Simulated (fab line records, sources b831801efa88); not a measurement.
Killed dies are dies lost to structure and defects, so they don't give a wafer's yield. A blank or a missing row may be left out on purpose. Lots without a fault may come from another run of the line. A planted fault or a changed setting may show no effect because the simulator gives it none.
fab line records | flow sky130
record lots=12 wafers=36 last_day=50
route steps=708 shown VIA1@478 METAL2@487 METAL3@533 CAPM@537
lots that met no fault: from a run of the same line without faults
start_h: hours from the record's first day to the start of the lot's first wafer shown | wait_h: hours since the lot's step before | " the same as in the row above | L1.1+2: a row that stands for several wafers | - no value, or no start given | * or withheld: withheld | < > ~ a bound
route shown NAME@n: a module of which the file shows steps, and the number in the route of the first | usual: mean/standard deviation of fault-free wafers | same: alike in all rows | chamber/n: place in a boat | sites: the reading at each site | _std_site: their standard deviation | _edge_site: outer sites' mean less inner sites' | radius_mm: how far each site lies from the wafer's centre | mask NAME#n: copy n | behind: the tool/chamber that last shaped the wafer | hold: why the lot was held/for how many hours/how that ended | device: the transistor (n, p or np) that didn't switch | end of line: the same wafers' tests at the end of the route | a step without rows: its recipe alone | killed: dies lost to structure and defects at the first sort, not the wafer's yield | map: a wafer's dies, x killed, . not, _ none there
set.NAME: the setting as run; set.NAME@STEP: as run at that earlier step | model.NAME: the simulator's own value behind a step, which no gauge read
steps of the route over a sample of lots; a table a step, a row a wafer
services: from which hour (start_h, from the record's first day; less than 0 if before it) a tool's chamber was out of use, for how many hours, and why
## steps
# step SKY_VIA1_SPUTTER_20
# recipe material=TiN target_thk_nm=20 chamber_pressure_pa=5 power_w=4000 time_s=80
# usual cathode_dc_power_W=4000.1/0.75 chamber_pressure_pa=5.002/0.0096 throttle_valve_pct=29.8/1.1
# columns lot.wafer tool chamber start_h wait_h cathode_dc_power_W chamber_pressure_pa throttle_valve_pct
L309.2 pvd_sputter-02 - 778.27 0.0 3999.3 4.983 31.1
L309.3 " - " " 4000.2 5.011 29.0
L309.4 " - " " 4001.0 5.004 30.9
L311.3 pvd_sputter-02 - 804.00 0.0 4000.2 4.993 29.6
L311.5 " - " " 4000.5 4.990 29.5
L311.6 " - " " 4000.0 5.008 29.0
L313.2 pvd_sputter-02 - 824.68 0.0 3999.4 5.004 30.9
L313.3 " - " " 4000.6 5.006 28.9
L313.5 " - " " 4000.8 5.013 30.9
L315.1 pvd_sputter-02 - 834.91 0.0 3999.9 5.005 30.8
L315.3 " - " " 3999.6 5.001 30.8
L315.5 " - " " 4000.2 4.999 30.2
L316.1 pvd_sputter-04 - 843.86 0.0 4000.8 4.997 29.5
L316.2 " - " " 4000.0 4.997 28.0
L316.3 " - " " 3999.6 5.008 29.5
L324.2 pvd_sputter-02 - 912.50 0.0 3999.0 4.984 31.2
L324.5 " - " " 4000.8 5.006 29.1
L324.6 " - " " 3999.5 4.994 30.7
L325.1 pvd_sputter-04 - 915.86 0.0 4000.4 4.984 29.3
L325.2 " - " " 4000.9 4.991 28.2
L325.6 " - " " 3999.4 4.992 32.2
L326.1 pvd_sputter-02 - 919.56 0.0 3999.4 5.007 30.9
L326.2 " - " " 3999.8 5.010 29.6
L326.5 " - " " 4000.2 4.998 30.9
L327.1 pvd_sputter-02 - 923.11 0.0 4000.9 4.998 29.0
L327.2 " - " " 3999.7 5.021 29.6
L327.6 " - " " 3999.9 4.995 29.5
L330.3 pvd_sputter-01 - 946.78 0.0 3999.5 5.012 28.4
L330.5 " - " " 3999.2 4.994 29.3
L330.6 " - " " 3999.7 5.006 28.8
L331.3 pvd_sputter-04 - 957.53 0.0 4000.7 4.986 29.4
L331.4 " - " " 4000.5 5.005 28.1
L331.5 " - " " 4001.0 4.978 29.3
L332.2 pvd_sputter-01 - 962.46 0.0 4000.7 5.003 28.2
L332.3 " - " " 3999.2 5.010 29.5
L332.4 " - " " 4000.8 5.000 29.1
# step SKY_METAL2_SPUTTER_04
# recipe material=TiN target_thk_nm=70 power_w=6500 time_s=58.3 chamber_pressure_pa=0.4
# usual cathode_dc_power_W=6500.0/1.2 chamber_pressure_pa=0.3999/0.00084 throttle_valve_pct=30.0/1.1
# columns lot.wafer tool chamber start_h wait_h cathode_dc_power_W chamber_pressure_pa throttle_valve_pct
L309.2 pvd_sputter-04 - 779.00 0.0 6501.1 0.3997 28.3
L309.3 " - " " 6499.0 0.4003 29.3
L309.4 " - " " 6498.7 0.4006 29.1
L311.3 pvd_sputter-03 - 804.73 0.0 6498.6 0.4004 30.5
L311.5 " - " " 6501.7 0.4007 30.9
L311.6 " - " " 6497.9 0.3995 30.5
L313.2 pvd_sputter-03 - 825.41 0.0 6500.5 0.4006 31.1
L313.3 " - " " 6499.4 0.3998 30.6
L313.5 " - " " 6502.1 0.4003 28.8
L315.1 pvd_sputter-03 - 835.63 0.0 6499.6 0.4011 30.8
L315.3 " - " " 6499.0 0.3990 29.1
L315.5 " - " " 6497.6 0.4008 30.9
L316.1 pvd_sputter-03 - 844.58 0.0 6499.7 0.4003 30.9
L316.2 " - " " 6501.4 0.3994 30.7
L316.3 " - " " 6499.7 0.4001 30.8
L324.2 pvd_sputter-04 - 913.36 0.0 6499.4 0.3997 28.3
L324.5 " - " " 6498.8 0.3986 28.0
L324.6 " - " " 6499.0 0.3999 32.1
L325.1 pvd_sputter-03 - 916.58 0.0 6499.5 0.4007 28.6
L325.2 " - " " 6499.8 0.4019 30.8
L325.6 " - " " 6502.2 0.4004 28.9
L326.1 pvd_sputter-01 - 920.29 0.0 6501.9 0.3999 29.3
L326.2 " - " " 6499.6 0.4000 30.6
L326.5 " - " " 6498.6 0.3986 28.5
L327.1 pvd_sputter-03 - 923.84 0.0 6500.8 0.3993 29.1
L327.2 " - " " 6501.4 0.3996 31.0
L327.6 " - " " 6501.4 0.3998 30.8
L330.3 pvd_sputter-03 - 947.50 0.0 6499.3 0.3995 30.7
L330.5 " - " " 6496.9 0.3991 31.0
L330.6 " - " " 6499.8 0.4004 30.6
L331.3 pvd_sputter-03 - 958.26 0.0 6499.0 0.3998 30.9
L331.4 " - " " 6500.5 0.3995 28.8
L331.5 " - " " 6498.9 0.4012 30.8
L332.2 pvd_sputter-01 - 963.18 0.0 6499.3 0.3990 28.7
L332.3 " - " " 6501.7 0.3990 29.2
L332.4 " - " " 6500.2 0.4001 30.6
# step SKY_METAL3_SPUTTER_01
# recipe material=TiN target_thk_nm=20 power_w=6500 time_s=16.7 chamber_pressure_pa=0.4
# usual cathode_dc_power_W=6500.0/1.1 chamber_pressure_pa=0.4000/0.00087 throttle_valve_pct=30.0/1.1
# columns lot.wafer tool chamber start_h wait_h cathode_dc_power_W chamber_pressure_pa throttle_valve_pct
L309.2 pvd_sputter-04 - 836.58 0.0 6499.2 0.3973 28.3
L309.3 " - " " 6500.1 0.4007 32.2
L309.4 " - " " 6500.6 0.3999 29.5
L311.3 pvd_sputter-04 - 860.97 0.0 6497.4 0.4001 29.3
L311.5 " - " " 6499.3 0.3998 29.4
L311.6 " - " " 6502.4 0.3996 29.3
L313.2 pvd_sputter-02 - 881.55 0.0 6500.5 0.3996 29.1
L313.3 " - " " 6498.0 0.4013 30.7
L313.5 " - " " 6501.5 0.4004 30.9
L315.1 pvd_sputter-03 - 890.04 0.0 6499.7 0.3986 30.7
L315.3 " - " " 6499.4 0.4007 30.6
L315.5 " - " " 6500.2 0.4005 28.9
L316.1 pvd_sputter-02 - 899.74 0.0 6501.5 0.3995 30.6
L316.2 " - " " 6501.7 0.3996 29.0
L316.3 " - " " 6500.3 0.3987 30.8
L324.2 pvd_sputter-03 - 965.57 0.0 - - -
L324.5 " - " " - - -
L324.6 " - " " - - -
L325.1 pvd_sputter-02 - 968.61 0.0 - - -
L325.2 " - " " - - -
L325.6 " - " " - - -
L326.1 pvd_sputter-04 - 972.08 0.0 - - -
L326.2 " - " " - - -
L326.5 " - " " - - -
L327.1 pvd_sputter-04 - 976.01 0.0 6499.7 0.3998 32.2
L327.2 " - " " 6501.4 0.3994 29.4
L327.6 " - " " 6501.2 0.4004 32.5
L330.3 pvd_sputter-02 - 998.21 0.0 6500.2 0.4015 29.7
L330.5 " - " " 6499.8 0.3999 28.9
L330.6 " - " " 6501.6 0.3992 29.7
L331.3 pvd_sputter-03 - 1008.84 0.0 6500.0 0.4002 30.4
L331.4 " - " " 6500.8 0.4000 30.7
L331.5 " - " " 6499.9 0.4012 31.0
L332.2 pvd_sputter-03 - 1012.63 0.0 6500.2 0.4002 30.8
L332.3 " - " " 6501.4 0.4008 30.5
L332.4 " - " " 6502.1 0.4001 29.1
# step SKY_CAPM_CVD_00
# recipe material=SiO2 target_thk_nm=15.5 temp_c=400 time_s=withheld rf_w=450
# usual heater_power_w=707/110 susceptor_temp_C=399.98/0.21
# columns lot.wafer tool chamber start_h wait_h heater_power_w susceptor_temp_C
L309.2 pecvd-01 0 836.71 0.0 790 399.93
L309.3 " 2 " " 690 399.95
L309.4 " 1 " " 758 400.03
L311.3 pecvd-01 1 861.10 0.0 768 400.07
L311.5 " 2 " " 669 400.02
L311.6 " 0 " " 799 400.47
L313.2 pecvd-01 1 881.68 0.0 650 399.47
L313.3 " 0 " " 808 399.69
L313.5 " 1 " " 654 400.04
L315.1 pecvd-03 0 890.17 0.0 621 400.19
L315.3 " 2 " " 722 400.21
L315.5 " 0 " " 618 400.02
L316.1 pecvd-01 0 899.87 0.0 776 400.22
L316.2 " 1 " " 717 400.22
L316.3 " 2 " " 576 400.04
L324.2 pecvd-01 2 965.70 0.0 643 399.88
L324.5 " 1 " " 789 399.96
L324.6 " 2 " " 643 400.15
L325.1 pecvd-01 0 968.74 0.0 773 400.21
L325.2 " 1 " " 745 399.59
L325.6 " 0 " " 767 400.13
L326.1 pecvd-01 0 972.21 0.0 753 400.23
L326.2 " 1 " " 781 400.09
L326.5 " 0 " " 783 399.93
L327.1 pecvd-02 1 976.15 0.0 579 400.12
L327.2 " 2 " " 578 399.60
L327.6 " 2 " " 577 399.90
L330.3 pecvd-01 2 998.34 0.0 604 399.85
L330.5 " 0 " " 712 400.04
L330.6 " 2 " " 599 400.25
L331.3 pecvd-02 2 1008.99 0.0 640 400.48
L331.4 " 2 " " 641 400.30
L331.5 " 0 " " 829 399.97
L332.2 pecvd-01 2 1012.77 0.0 694 400.10
L332.3 " 0 " " 797 400.26
L332.4 " 0 " " 811 399.68
## services
# columns tool chamber start_h hours kind
pecvd-02 1 761.58 2.1 scheduled_down
pecvd-02 0 765.15 6.5 repair
pecvd-02 - 765.91 1.0 repair
pecvd-02 1 766.30 5.0 scheduled_down
pecvd-01 2 780.06 5.5 scheduled_down
pvd_sputter-03 - 782.97 2.6 repair
pecvd-03 - 791.63 0.9 repair
pvd_sputter-04 - 803.60 1.3 repair
pecvd-01 2 809.45 2.1 scheduled_down
pecvd-02 1 818.12 - clean
pecvd-02 1 818.12 - consumable_replace:showerhead
pvd_sputter-04 - 822.14 5.7 repair
pecvd-02 0 845.74 6.1 repair
pecvd-02 2 894.33 19.6 repair
pvd_sputter-01 - 900.60 3.3 repair
pecvd-03 0 915.09 14.7 repair
pvd_sputter-02 - 937.96 15.0 repair
pecvd-01 - 946.59 0.6 repair
pecvd-02 2 949.28 9.0 repair
pecvd-03 - 957.17 2.8 pm
pecvd-01 1 961.42 2.1 scheduled_down
pecvd-02 - 978.07 0.8 pm
pecvd-01 0 984.44 2.1 scheduled_down
pvd_sputter-03 - 987.66 2.1 repair
## key
first_sign step=SKY_METAL3_SPUTTER_01 reading=tool_record direction=missing
effect none on later readings
met_at SKY_METAL3_SPUTTER_01
struck_lots L324,L325,L326
not_acting_at SKY_VIA1_SPUTTER_20,SKY_METAL2_SPUTTER_04,SKY_CAPM_CVD_00
onset_between 899.74 965.57
fault kind=skipped_step_whole tool=pvd_sputter-02,pvd_sputter-03,pvd_sputter-04 chamber=- onset_h=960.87 steps=SKY_METAL3_SPUTTER_01 scope=struck_lots_only
